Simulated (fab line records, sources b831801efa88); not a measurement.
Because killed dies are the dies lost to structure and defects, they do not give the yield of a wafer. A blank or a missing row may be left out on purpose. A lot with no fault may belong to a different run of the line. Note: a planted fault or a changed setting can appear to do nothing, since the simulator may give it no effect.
A struck lot beside a sound one :: flow sky130 :: 14 out of 708 route steps
Sound: wafers L788.1, L788.2, L788.5. Struck: wafers L787.1, L787.2, L787.4. The cause comes at the end.
Per side, at each step with rows, come the tool, then ch with its chambers, and then its first start. Under that, the readings that differ: sound wafers :: struck wafers :: difference of the means :: sigmas: that difference in standard deviations of wafers without a fault.
alike: a reading whose means differ by less than 2 such deviations, as well as words and numbers matching on both sides. not compared: withheld readings; readings where some wafer has no value; bounds like >300 that might hide an equal value; numbers whose values overlap and for which the record gives no deviation.
A row with sigmas, a row that says differs or no value, or rows on one side alone: a step with any of these is where the two part. Non-overlapping numbers with no deviation appear without sigmas and do not part them. A reading missing from all wafers of one side parts the sides only when that side holds two or more wafers.

SKY_LI_CONTACT_CVD_21: deposits W, target thk 400 nm, time 120.56 s.
  sound on cvdW-01 ch 0,1, day 36 00:28; struck on cvdW-02 ch 0,1, day 35 15:51
  alike: heaterPowerW
SKY_LI_CONTACT_RS_MEAS_22: uses a four-point probe to measure.
  sound on filmMetro-01 at day 36 00:35; struck on filmMetro-01 at day 35 15:58
reading: LI_CONTACT_W_RS (ohm/sq)
sound: 0.292 0.288 0.292
struck: 0.283 0.278 0.277
difference: -0.011
sigmas: -3
SKY_LI_CONTACT_THK_MEAS_23: measures by xrf.
  sound on filmMetro-01 at day 36 00:42; struck on filmMetro-01 at day 35 16:05
  alike: LI_CONTACT_W_THK
SKY_LI_CONTACT_CMP_24: polishes, stops on PSG, t overpolish 20 s, target thk 0 nm.
  sound on cmp-01 ch 2,3, day 36 00:46; struck on cmp-02 ch 1,2,3, day 35 16:09
  alike: motorCurrentA, overpolishRunS, retainingRingPressureFrac, timeToEndpointS
SKY_LOCAL_INTERCONNECT_SPUTTER_00: material TiN, target thk 100 nm, time 83.3 s.
  sound on pvdSputter-03 at day 36 01:04; struck on pvdSputter-02 at day 35 16:27
  alike: throttleValvePct
SKY_LOCAL_INTERCONNECT_RS_MEAS_01: uses a four-point probe to measure.
  sound on filmMetro-03 at day 36 01:07; struck on filmMetro-03 at day 35 16:31
  alike: LOCAL_INTERCONNECT_TIN_RS
SKY_LOCAL_INTERCONNECT_THK_MEAS_02: measures by xrf.
  sound on filmMetro-03 at day 36 01:14; struck on filmMetro-03 at day 35 16:38
  alike: LOCAL_INTERCONNECT_TIN_THK
then, 5 steps without rows for these wafers: SKY_LOCAL_INTERCONNECT_DEHYDRATE_03 (time 60 s); SKY_LOCAL_INTERCONNECT_HMDS_04 (prime time 60 s); SKY_LOCAL_INTERCONNECT_COAT_05 (resist thk 60 nm); SKY_LOCAL_INTERCONNECT_COAT_06 (resist thk 450 nm); SKY_LOCAL_INTERCONNECT_SOFTBAKE_07 (time 90 s).
SKY_LOCAL_INTERCONNECT_EXPOSE_08: exposes mask LI1M, target cd 170 nm.
  struck on krfScanner-02, day 36 05:38; sound on krfScanner-01 ch 0, day 36 15:07
  no value came back on the struck wafers for exposureDoseMJCm2, focusOffsetNm (nm); on the sound wafers exposureDoseMJCm2 reads 27.95 28.00 27.96
  alike: mask
after that, 1 step had no rows for these wafers: SKY_LOCAL_INTERCONNECT_PEB_09.

WHERE THEY PART
First at SKY_LI_CONTACT_RS_MEAS_22; last, within this record, at SKY_LOCAL_INTERCONNECT_EXPOSE_08.

WHY: what had been put in by the simulator
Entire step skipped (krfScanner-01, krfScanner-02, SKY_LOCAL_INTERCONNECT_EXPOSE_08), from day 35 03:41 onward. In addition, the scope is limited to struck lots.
